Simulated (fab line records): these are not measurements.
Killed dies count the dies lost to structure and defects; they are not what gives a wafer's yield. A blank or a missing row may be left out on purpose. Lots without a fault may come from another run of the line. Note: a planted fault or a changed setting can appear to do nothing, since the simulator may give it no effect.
Split-lot trial    flow sky130    5 lots, 23 wafers read, on a route of 708 steps

== ABOUT THE SPLIT ==
At SKY_LDD_N_COAT_02 (resist thk 300 nm), the setting resistThkNm was moved away from the recipe's 300 nm on 9 of the 23 wafers read, by -2.9% to +4.5%. For the rest of the wafers, this setting stayed at what the recipe calls for.

The reading is taken at the split's own step.

== THE READING ==
NOVOLAK_of_LDD_N_COAT_02.thkNm (the simulator's own value, which no gauge read), in nm, at SKY_LDD_N_COAT_02 (resist thk 300 nm). The file does not state a usual value for it. Here, 14 wafers ran the recipe; their average is 300.3 nm with a standard deviation of 0.84 nm.

wafer   tool, chamber at the split  resistThkNm as run, nm  against the recipe  NOVOLAK_of_LDD_N_COAT_02.thkNm, nm  against lot-mates on the recipe
L074.1  lithoTrack-04, 0            300                     recipe              299                                 -
L074.3  lithoTrack-04, 0            300                     recipe              299.5                               -
L074.4  lithoTrack-04, 0            291.2                   -2.9%               290.8                               -8.6
L074.5  lithoTrack-04, 0            300                     recipe              299.7                               -
L074.6  lithoTrack-04, 0            291.2                   -2.9%               291.4                               -8.0
L079.4  lithoTrack-02, 0            300                     recipe              300.9                               -
L079.5  lithoTrack-02, 0            300                     recipe              300.3                               -
L079.6  lithoTrack-02, 0            300                     recipe              300.8                               -
L082.1  lithoTrack-02, 0            311.6                   +3.9%               311.7                               +11.8
L082.2  lithoTrack-02, 0            300                     recipe              299.8                               -
L082.4  lithoTrack-02, 0            300                     recipe              300.7                               -
L082.5  lithoTrack-02, 0            300                     recipe              299.2                               -
L082.6  lithoTrack-02, 0            311.6                   +3.9%               312.6                               +12.7
L083.1  lithoTrack-02, 0            300                     recipe              300                                 -
L083.2  lithoTrack-02, 0            300                     recipe              300.3                               -
L083.3  lithoTrack-02, 0            313.6                   +4.5%               314.9                               +14.7
L083.4  lithoTrack-02, 0            313.6                   +4.5%               313.9                               +13.7
L083.5  lithoTrack-02, 0            300                     recipe              300.4                               -
L084.1  lithoTrack-02, 0            307.5                   +2.5%               308.9                               +7.0
L084.2  lithoTrack-02, 0            300                     recipe              301.6                               -
L084.3  lithoTrack-02, 0            307.5                   +2.5%               308.2                               +6.3
L084.5  lithoTrack-02, 0            307.5                   +2.5%               308.4                               +6.5
L084.6  lithoTrack-02, 0            300                     recipe              302.1                               -

FIT RESULTS
A straight line over all 23 wafers: NOVOLAK_of_LDD_N_COAT_02.thkNm changes by +3.13 nm for each +1% of resistThkNm; r = +0.99; the points scatter about the line by 0.75 nm.
The same after taking each lot's own level away (the mean of its wafers on the recipe; 23 wafers): +3 nm for each +1%; r = +1.00; scatter 0.59 nm.
On that fit, the largest move of resistThkNm shifts the reading by 14 nm.
Measured against the standard deviation above, the lots' own levels, which go from 299.40 to 301.85 nm, span 2.9 times it.
Consequently the slope shifts little with the lot-to-lot level, the two slopes agreeing.
Check: +13.4 nm against its lot-mates is what the line predicts for one of the wafers moved furthest among these (+4.5%) when that wafer is left out of the fit. It came out at +14.7 nm against them.

== OTHER SPLITS APPLIED TO THESE WAFERS ==
These wafers also went through other splits before the reading. Each is held against what the fit with the lots' levels taken away leaves over:
other split on the same wafers  wafers away from the commonest value  r with NOVOLAK_of_LDD_N_COAT_02.thkNm (lot level and that fit taken away)
SKY_POLY_GATE_EXPOSE_10 doseMj  9                                     +0.35
SKY_POLY_GATE_ETCH_17 timeS     4                                     +0.05

== THE WHOLE CHAIN: every reading that the file lists as answering this split, in the file's order ==
step                what it does       reading                                                                          change (the file's fit)               r (the file's)
SKY_LDD_N_COAT_02   resist thk 300 nm  NOVOLAK_of_LDD_N_COAT_02.thkNm (the simulator's own value, which no gauge read)  +3.03 nm for each +1% of the setting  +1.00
SKY_LDD_N_STRIP_16  strips in O2/N2    stripTimeToEndpointS                                                             withheld for each +1% of the setting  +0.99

== FILE'S OWN FIT ==
NOVOLAK_of_LDD_N_COAT_02.thkNm changes by +3.03 nm for each +1% of resistThkNm, r = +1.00.
